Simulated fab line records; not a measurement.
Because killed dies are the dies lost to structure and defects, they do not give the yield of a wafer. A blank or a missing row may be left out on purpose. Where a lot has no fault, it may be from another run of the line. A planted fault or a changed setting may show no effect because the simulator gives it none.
fab line records	flow sky130
record: lots: 5	wafers: 14	last_day: 51
route steps=708 shown LI_CONTACT@370 PAD_OPEN@708
lots with no fault: from the same line, run without faults
start_h: start of the lot's first displayed wafer, in hours after the record's first day	wait_h: hours elapsed since this lot's preceding step	" the same as in the row above	L1.1+2: a row that stands for several wafers	- no value, or no start given	* or withheld: withheld	< > ~ a bound
route shown NAME@n: names a module that has steps shown in the file, with the first one's number in the route	usual: mean/standard deviation taken from wafers without a fault	same: alike in all rows	chamber/n: place in a boat	sites: per-site readings	_std_site: their standard deviation	_edge_site: mean of outer sites minus mean of inner sites	radius_mm: for every site, how far away it sits from the centre of the wafer	mask NAME#n: copy n	behind: tool/chamber where the wafer was last shaped	hold: reason for holding the lot/hours on hold/outcome of the hold	device: names the non-switching transistor (n, p or np)	end of line: the tests these same wafers got at the end of their route	a step without rows: its recipe alone	killed: at the first sort, the dies lost to defects and structure; wafer yield is something else	map: a wafer's dies, marking killed ones x, the rest . and places with no die _
set.NAME: the setting the step ran with; set.NAME@STEP: the setting that earlier step ran with	model.NAME: the simulator's own value behind a step, which no gauge read
a table for each step, a row for each wafer; lots at some steps of the route
services: from which hour (start_h, from the record's first day; less than 0 if before it) a tool's chamber was out of use, for how many hours, and why
== steps ==
step: SKY_LI_CONTACT_SOFTBAKE_08
recipe: temp_c: 100	time_s: 90	resist: KrF-thick
step: SKY_LI_CONTACT_EXPOSE_09
recipe: mask_id: LICM1	na: 0.8	source_shape: annular	sigma_inner: 0.55	sigma_outer: 0.85	target_cd_nm: 170	dose_mj: 38
step: SKY_LI_CONTACT_PEB_10
recipe: peb_temp_c: withheld	peb_time_s: withheld	resist: KrF-thick
step: SKY_LI_CONTACT_DEVELOP_11
recipe: develop_time_s: 60	resist: KrF-thick	dev_temp_c: 21
step: SKY_LI_CONTACT_CD_MEAS_12
recipe: target_cd_nm: 170
usual: cd_nm: 170.3/1.2
lot.wafer	tool	chamber	start_h	wait_h	cd_nm
L818.1	cd_sem-02	-	683.86	-	170.5
L818.5	"	-	"	"	170.7
L818.6	"	-	"	"	170.9
L821.1	cd_sem-02	-	708.96	-	168.6
L821.3	"	-	"	"	168.9
L821.4	"	-	"	"	169.4
L825.1	cd_sem-01	-	750.01	-	170.5
L825.3	"	-	"	"	169.9
L825.5	"	-	"	"	170.4
L839.2	cd_sem-02	-	861.18	-	169.6
L839.4	"	-	"	"	171.1
L840.1	cd_sem-01	-	871.81	-	172.3
L840.2	"	-	"	"	172.0
L840.3	"	-	"	"	172.0
step: SKY_LI_CONTACT_OVL_MEAS_13
usual: LI_CONTACT_OVL: 1/5.6
lot.wafer	tool	chamber	start_h	wait_h	LI_CONTACT_OVL[nm]
L818.1	overlay-02	-	683.98	0.1	12
L818.5	"	-	"	"	8
L818.6	"	-	"	"	-6
L821.1	overlay-01	-	709.08	0.1	1
L821.3	"	-	"	"	2
L821.4	"	-	"	"	8
L825.1	overlay-02	-	750.13	0.1	-8
L825.3	"	-	"	"	-12
L825.5	"	-	"	"	-4
L839.2	overlay-01	-	861.29	0.1	-9
L839.4	"	-	"	"	-8
L840.1	overlay-01	-	871.93	0.1	5
L840.2	"	-	"	"	-1
L840.3	"	-	"	"	11
step: SKY_LI_CONTACT_ETCH_14
recipe: chemistry: N2/H2	target: BARC	ion_energy_ev: 200	source_w: 500	bias_w: 100	pressure_mtorr: 30	n2_flow_sccm: 100	h2_flow_sccm: 200	stop_on: SiO2	time_s: 45.9	target_depth_a: 600
usual: drypump_motor_current_A: 5.4/0.43	n2_flow_sccm: 99.99/0.3	oes_product_au: 0.855/0.0049	throttle_valve_pct: 13.223/0.0086
lot.wafer	tool	chamber	start_h	wait_h	drypump_motor_current_A	n2_flow_sccm	oes_product_au	rf_hours_counter_h	throttle_valve_pct
L818.1	rie_diel-04	2	684.01	0.0	5.4	100.06	0.846	12	13.210
L818.5	"	1	"	"	4.9	99.64	0.853	-	13.219
L818.6	"	2	"	"	5.4	99.56	0.852	-	13.212
L821.1	rie_diel-01	1	709.12	0.0	4.7	100.06	0.862	1	13.225
L821.3	"	0	"	"	5.6	100.10	0.860	13	13.237
L821.4	"	2	"	"	5.9	99.70	0.854	14	13.224
L825.1	rie_diel-01	0	750.17	0.0	5.6	99.88	0.848	14	13.201
L825.3	"	2	"	"	5.8	99.71	0.857	15	13.219
L825.5	"	2	"	"	5.8	99.77	0.847	-	13.224
L839.2	rie_diel-04	0	861.32	0.0	5.8	100.00	0.860	3	13.231
L839.4	"	1	"	"	4.9	100.09	0.855	8	13.237
L840.1	rie_diel-04	0	871.96	0.0	5.7	100.19	0.851	3	13.234
L840.2	"	2	"	"	5.4	99.94	0.857	16	13.236
L840.3	"	3	"	"	5.3	100.15	0.855	6	13.222
step: SKY_LI_CONTACT_ETCH_15
recipe: target: PSG	chemistry: C4F8/O2/Ar	stop_on: Si	taper_deg: 4.15	mask_material: KrF-thick	source_w: 1500	bias_w: 1200	pressure_mtorr: 40	c4f8_flow_sccm: withheld	O2_flow_sccm: 6	Ar_flow_sccm: 300	time_s: withheld	target_depth_a: 6000
usual: oes_product_au: 0.837/0.0041
lot.wafer	tool	chamber	start_h	wait_h	oes_product_au
L818.1	rie_diel-04	2	684.06	0.0	0.847
L818.5	"	1	"	"	0.835
L818.6	"	2	"	"	0.832
L821.1	rie_diel-01	1	709.16	0.0	0.838
L821.3	"	0	"	"	0.840
L821.4	"	2	"	"	0.840
L825.1	rie_diel-01	0	750.21	0.0	0.840
L825.3	"	2	"	"	0.838
L825.5	"	2	"	"	0.837
L839.2	rie_diel-04	0	861.36	0.0	0.833
L839.4	"	1	"	"	0.833
L840.1	rie_diel-04	0	872.01	0.0	0.841
L840.2	"	2	"	"	0.842
L840.3	"	3	"	"	0.843
step: SKY_LI_CONTACT_STRIP_16
recipe: chemistry: O2/N2	power_w: 1400	pressure_mtorr: 1500	platen_temp_c: withheld	o2_flow_sccm: 3000	n2_flow_sccm: 300	overash_fraction: 0.5
usual: drypump_motor_current_A: 5.3/0.39	n2_flow_sccm: 299.9/0.95	oes_product_au: 0.375/0.0051	strip_time_to_endpoint_s: 3.48/0.037
same: overash_fraction: 0.5
lot.wafer	tool	chamber	start_h	wait_h	drypump_motor_current_A	n2_flow_sccm	oes_product_au	rf_hours_counter_h	strip_time_to_endpoint_s
L818.1	plasma_asher-01	1	684.14	-	4.6	300.6	0.379	55	3.47
L818.5	"	1	"	"	4.6	300.3	0.370	-	3.48
L818.6	"	0	"	"	5.9	298.4	0.372	-	3.49
L821.1	plasma_asher-03	1	709.24	-	5.2	298.0	0.377	26	3.49
L821.3	"	0	"	"	5.4	300.1	0.371	-	3.48
L821.4	"	1	"	"	5.2	298.4	0.367	-	3.43
L825.1	plasma_asher-01	0	750.29	-	5.9	299.6	0.375	62	3.50
L825.3	"	0	"	"	5.9	300.4	0.369	-	3.45
L825.5	"	0	"	"	5.9	299.1	0.368	-	3.43
L839.2	plasma_asher-03	1	861.44	-	5.2	298.1	0.378	41	3.49
L839.4	"	1	"	"	5.2	298.8	0.373	-	3.49
L840.1	plasma_asher-03	1	872.09	-	5.2	299.8	0.374	42	3.48
L840.2	"	0	"	"	5.4	300.0	0.366	42	3.47
L840.3	"	0	"	"	5.4	300.7	0.373	-	3.49
step: SKY_LI_CONTACT_CLEAN_17
recipe: chemistry: NMP	time_s: 600	temp_c: 60	dry: n2_spin
step: SKY_LI_CONTACT_PRE_CLEAN_18
recipe: gas: Ar	time_s: 5.6	bias_v: 358
step: SKY_LI_CONTACT_SPUTTER_19
recipe: material: Ti	target_thk_nm: 20	chamber_pressure_pa: 5	power_w: 2500	substrate_temp_c: 200	time_s: 106.37
usual: substrate_temp_c: 199.98/0.17	throttle_valve_pct: 29.8/0.8
lot.wafer	tool	chamber	start_h	wait_h	substrate_temp_c	throttle_valve_pct
L818.1	pvd_sputter-03	-	684.44	0.0	199.83	30.2
L818.5	"	-	"	"	200.04	30.1
L818.6	"	-	"	"	200.10	30.6
L821.1	pvd_sputter-04	-	709.54	0.0	199.67	28.6
L821.3	"	-	"	"	200.34	30.6
L821.4	"	-	"	"	200.19	29.3
L825.1	pvd_sputter-04	-	750.59	0.0	199.98	29.4
L825.3	"	-	"	"	199.97	29.1
L825.5	"	-	"	"	199.94	30.6
L839.2	pvd_sputter-04	-	861.74	0.0	199.98	29.3
L839.4	"	-	"	"	200.19	28.9
L840.1	pvd_sputter-02	-	872.40	0.0	200.18	29.8
L840.2	"	-	"	"	199.58	28.0
L840.3	"	-	"	"	199.79	30.2
step: SKY_LI_CONTACT_SPUTTER_20
recipe: material: TiN	target_thk_nm: 20	chamber_pressure_pa: 5	power_w: 4000	time_s: 80
usual: throttle_valve_pct: 29.9/0.8
lot.wafer	tool	chamber	start_h	wait_h	throttle_valve_pct	model.TiN_of_LI_CONTACT_SPUTTER_20.thk_nm
L818.1	pvd_sputter-03	-	684.51	0.0	30.3	19.93
L818.5	"	-	"	"	30.3	19.72
L818.6	"	-	"	"	30.6	19.92
L821.1	pvd_sputter-04	-	709.61	0.0	28.7	20.05
L821.3	"	-	"	"	30.4	19.83
L821.4	"	-	"	"	29.4	20.09
L825.1	pvd_sputter-04	-	750.66	0.0	29.4	19.85
L825.3	"	-	"	"	28.8	20.11
L825.5	"	-	"	"	30.7	19.7
L839.2	pvd_sputter-04	-	861.81	0.0	29.8	19.96
L839.4	"	-	"	"	29.0	2.669
L840.1	pvd_sputter-02	-	872.48	0.0	29.9	20.09
L840.2	"	-	"	"	28.5	20.23
L840.3	"	-	"	"	30.0	20.16
step: SKY_LI_CONTACT_CVD_21
recipe: material: W	target_thk_nm: 400	time_s: 120.56	temp_c: 400	pressure_torr: 40
usual: heater_power_w: 826/87
lot.wafer	tool	chamber	start_h	wait_h	heater_power_w	since_wet_clean_h
L818.1	cvd_w-01	0	684.57	0.0	944	281
L818.5	"	1	"	"	742	-
L818.6	"	0	"	"	956	-
L821.1	cvd_w-02	0	709.68	0.0	893	806
L821.3	"	0	"	"	888	-
L821.4	"	1	"	"	742	-
L825.1	cvd_w-02	1	750.73	0.0	746	847
L825.3	"	1	"	"	744	-
L825.5	"	0	"	"	888	-
L839.2	cvd_w-02	0	861.88	0.0	884	958
L839.4	"	0	"	"	853	-
L840.1	cvd_w-01	0	872.54	0.0	946	469
L840.2	"	1	"	"	740	469
L840.3	"	0	"	"	954	-
step: SKY_PAD_OPEN_PROBE_99
usual: killed_at_M0_to_M3: 43/6	killed_at_M4_up: 3.2/1.9	killed_at_contacts: 25/5.4	killed_at_front_end: 15/4.5	killed_at_other: 0.3/0.59	killed_dies: 87/8.7	killed_open: 47/6.7	killed_short: 39/5.7
same: gross_dies: 492	killed_at_back_side: 0
lot.wafer	tool	chamber	start_h	wait_h	killed_at_M0_to_M3	killed_at_M4_up	killed_at_contacts	killed_at_front_end	killed_at_other	killed_dies	killed_open	killed_short	model.etest.licon_ndiff.rc_ohm	model.etest.nfet_g5v0d10v5.r_on_ohm_um	model.etest.licon_pdiff.rc_ohm	model.etest.nfet_01v8.r_on_ohm_um	model.etest.sonos_uncharged.r_on_ohm_um	model.etest.licon_poly.rc_ohm	model.etest.pfet_01v8.r_on_ohm_um	model.etest.pfet_g5v0d10v5.r_on_ohm_um
L818.1	prober-02	-	1086.74	0.1	43	7	23	16	1	90	53	37	176.9	1891	570.9	821.6	820.7	152.4	2901	4753
L818.5	prober-02	-	1086.94	0.2	43	4	28	18	0	93	49	44	181	1897	584.4	815.5	813.6	148.7	2950	4780
L818.6	prober-02	-	1086.99	0.2	34	1	26	10	2	73	48	25	178.5	1891	594	818.5	810.8	149	2915	4754
L821.1	prober-01	-	1106.27	0.1	48	3	19	14	0	84	44	40	184.3	1861	610.7	783.9	820	155.5	2815	4710
L821.3	prober-01	-	1106.37	0.2	51	3	35	13	0	102	59	43	184.3	1898	584.6	800.8	804.4	149.1	2846	4739
L821.4	prober-01	-	1106.42	0.2	45	6	22	18	0	91	41	50	182.6	1869	570.2	785.8	793.9	150.3	2788	4637
L825.1	prober-01	-	1135.41	0.1	41	2	27	15	0	85	42	43	184	1888	590.4	844.6	821.2	150.8	2933	4793
L825.3	prober-01	-	1135.51	0.2	35	4	23	18	0	80	42	38	189.3	1870	620.1	832.2	818.6	151.3	2968	4737
L825.5	prober-01	-	1135.61	0.2	44	3	34	11	0	92	42	50	177.8	1894	582.8	843.2	827.3	145.8	2966	4757
L839.2	prober-01	-	1210.14	0.1	44	2	25	11	0	82	45	37	183.4	1882	598.3	823	822.6	147.4	2864	4706
L839.4	prober-01	-	1210.24	0.2	38	4	23	13	0	78	45	33	483.2	2150	822.6	1065	1012	338.3	3080	4874
L840.1	prober-02	-	1213.44	0.1	42	6	27	8	0	83	45	38	184.1	1864	575	809.9	806.7	146.4	2835	4690
L840.2	prober-02	-	1213.49	0.1	47	6	24	13	0	90	50	40	182.3	1856	584.1	800.5	791	150.4	2850	4655
L840.3	prober-02	-	1213.54	0.2	47	0	34	14	1	96	56	39	179.2	1883	562.5	817.4	814.8	154	2872	4725
killed by level:class
L818.1 VIA1:geometric_particle:open=17 LI_CONTACT:geometric_particle:open=10 CONTACT:geometric_particle:open=7 METAL4:geometric_particle:short=6 METAL2:geometric_particle:short=6 POLY_GATE:geometric_particle:open=5 LI_CONTACT:geometric_particle:short=5 METAL1:geometric_particle:short=5
L818.5 LI_CONTACT:geometric_particle:open=11 VIA2:geometric_particle:open=9 CONTACT:geometric_particle:open=8 VIA1:geometric_particle:open=8 FIELD_ISO:geometric_particle:short=7 METAL1:geometric_particle:short=5 POLY_GATE:geometric_particle:short=4 LOCAL_INTERCONNECT:geometric_particle:short=4
L818.6 VIA1:geometric_particle:open=11 CONTACT:geometric_particle:open=9 LI_CONTACT:geometric_particle:open=8 VIA2:geometric_particle:short=5 VIA3:geometric_particle:open=5 LI_CONTACT:geometric_particle:short=4 VIA2:geometric_particle:open=4 FIELD_ISO:geometric_particle:open=3
L821.1 VIA3:geometric_particle:open=11 CONTACT:geometric_particle:open=8 METAL1:geometric_particle:short=6 VIA3:geometric_particle:short=6 FIELD_ISO:geometric_particle:open=5 POLY_GATE:geometric_particle:short=5 VIA1:geometric_particle:open=5 VIA1:geometric_particle:short=5
L821.3 VIA1:geometric_particle:open=20 LI_CONTACT:geometric_particle:open=12 VIA3:geometric_particle:open=8 VIA1:geometric_particle:short=7 CONTACT:geometric_particle:short=6 CONTACT:geometric_particle:open=6 LI_CONTACT:geometric_particle:short=5 LOCAL_INTERCONNECT:geometric_particle:short=5
L821.4 VIA1:geometric_particle:open=10 VIA3:geometric_particle:open=9 FIELD_ISO:geometric_particle:short=8 METAL1:geometric_particle:short=8 LI_CONTACT:geometric_particle:open=7 CONTACT:geometric_particle:open=5 METAL2:geometric_particle:short=5 LI_CONTACT:geometric_particle:short=4
L825.1 LI_CONTACT:geometric_particle:open=9 CONTACT:geometric_particle:open=8 VIA2:geometric_particle:short=6 VIA1:geometric_particle:short=6 VIA3:geometric_particle:short=6 VIA3:geometric_particle:open=6 CONTACT:geometric_particle:short=5 VIA1:geometric_particle:open=5
L825.3 CONTACT:geometric_particle:open=9 POLY_GATE:geometric_particle:short=7 VIA2:geometric_particle:open=7 VIA1:geometric_particle:open=6 VIA3:geometric_particle:open=6 FIELD_ISO:geometric_particle:open=4 METAL4:geometric_particle:short=4 LI_CONTACT:geometric_particle:open=4
L825.5 LI_CONTACT:geometric_particle:open=10 LOCAL_INTERCONNECT:geometric_particle:short=9 VIA1:geometric_particle:open=8 METAL1:geometric_particle:short=8 VIA1:geometric_particle:short=8 VIA3:geometric_particle:open=7 CONTACT:geometric_particle:open=6 CONTACT:geometric_particle:short=6
L839.2 VIA1:geometric_particle:open=9 CONTACT:geometric_particle:open=7 VIA2:geometric_particle:open=6 CONTACT:geometric_particle:short=5 METAL2:geometric_particle:short=5 POLY_GATE:geometric_particle:open=4 LOCAL_INTERCONNECT:geometric_particle:open=4 LOCAL_INTERCONNECT:geometric_particle:short=4
L839.4 LI_CONTACT:geometric_particle:open=8 CONTACT:geometric_particle:open=7 VIA1:geometric_particle:open=6 VIA2:geometric_particle:open=6 CONTACT:geometric_particle:short=5 METAL2:geometric_particle:short=4 METAL1:geometric_particle:short=4 METAL1:geometric_particle:open=4
L840.1 VIA3:geometric_particle:open=11 CONTACT:geometric_particle:open=10 CONTACT:geometric_particle:short=8 LI_CONTACT:geometric_particle:open=5 METAL2:geometric_particle:short=5 VIA1:geometric_particle:open=5 VIA2:geometric_particle:open=5 VIA3:geometric_particle:short=5
L840.2 CONTACT:geometric_particle:open=13 VIA2:geometric_particle:open=8 VIA1:geometric_particle:open=8 VIA3:geometric_particle:open=6 METAL1:geometric_particle:short=6 METAL4:geometric_particle:short=5 METAL2:geometric_particle:short=4 VIA3:geometric_particle:short=4
L840.3 LI_CONTACT:geometric_particle:open=13 CONTACT:geometric_particle:open=11 VIA1:geometric_particle:open=9 METAL2:geometric_particle:short=7 VIA3:geometric_particle:open=7 FIELD_ISO:geometric_particle:open=6 VIA2:geometric_particle:open=6 VIA2:geometric_particle:short=6
== services ==
tool	chamber	start_h	hours	kind
cvd_w-02	0	669.92	6.6	repair
cvd_w-02	-	677.41	1.0	repair
rie_diel-01	1	686.70	9.7	repair
rie_diel-04	0	702.53	-	clean
rie_diel-04	0	702.53	17.3	scheduled_down
rie_diel-04	0	702.53	17.3	vent_cycle
pvd_sputter-02	-	706.93	5.4	repair
plasma_asher-01	-	723.63	6.1	repair
rie_diel-01	-	730.91	0.5	repair
cvd_w-02	1	731.98	9.9	repair
rie_diel-04	3	734.69	7.7	repair
rie_diel-04	0	736.19	5.5	repair
cvd_w-01	-	750.53	2.8	pm
rie_diel-01	3	770.21	16.2	repair
rie_diel-01	2	780.17	17.8	repair
cvd_w-02	-	787.52	1.6	repair
plasma_asher-03	-	788.75	2.1	repair
plasma_asher-03	-	790.91	9.2	repair
plasma_asher-01	-	805.76	2.8	pm
rie_diel-04	-	825.39	0.6	repair
rie_diel-04	1	829.96	9.1	repair
plasma_asher-01	-	833.46	3.6	repair
pvd_sputter-02	-	863.63	7.7	repair
pvd_sputter-03	-	867.32	3.9	repair
== key ==
first_sign none at tools or gauges
model_effect: step: SKY_LI_CONTACT_SPUTTER_20	value: TiN_of_LI_CONTACT_SPUTTER_20.thk_nm	without: 20.42	struck: 2.669
model_effect: step: SKY_PAD_OPEN_PROBE_99	value: etest.licon_ndiff.rc_ohm	without: 182.7	struck: 483.2
met_at SKY_LI_CONTACT_SPUTTER_20
struck_wafers L839.4
tester_left_out L839
onset_between 750.66 861.81
fault: kind: process_parameter_drift	tool: pvd_sputter-04	chamber: -	onset_h: 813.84	steps: SKY_LI_CONTACT_SPUTTER_20	channel: target_thk_nm	offset: -17.748	shape: step	end_h: 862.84	scope: struck_wafers_only	acts_in: these_recipes_only	stated: 20
tester_left_out: of these lots the tester's yield and bins aren't shown, on N5 and GAA mostly nor the transistor test; their killed dies are dies lost to structure and defects alone, not to doping, threshold or leakage, so they don't give the yield
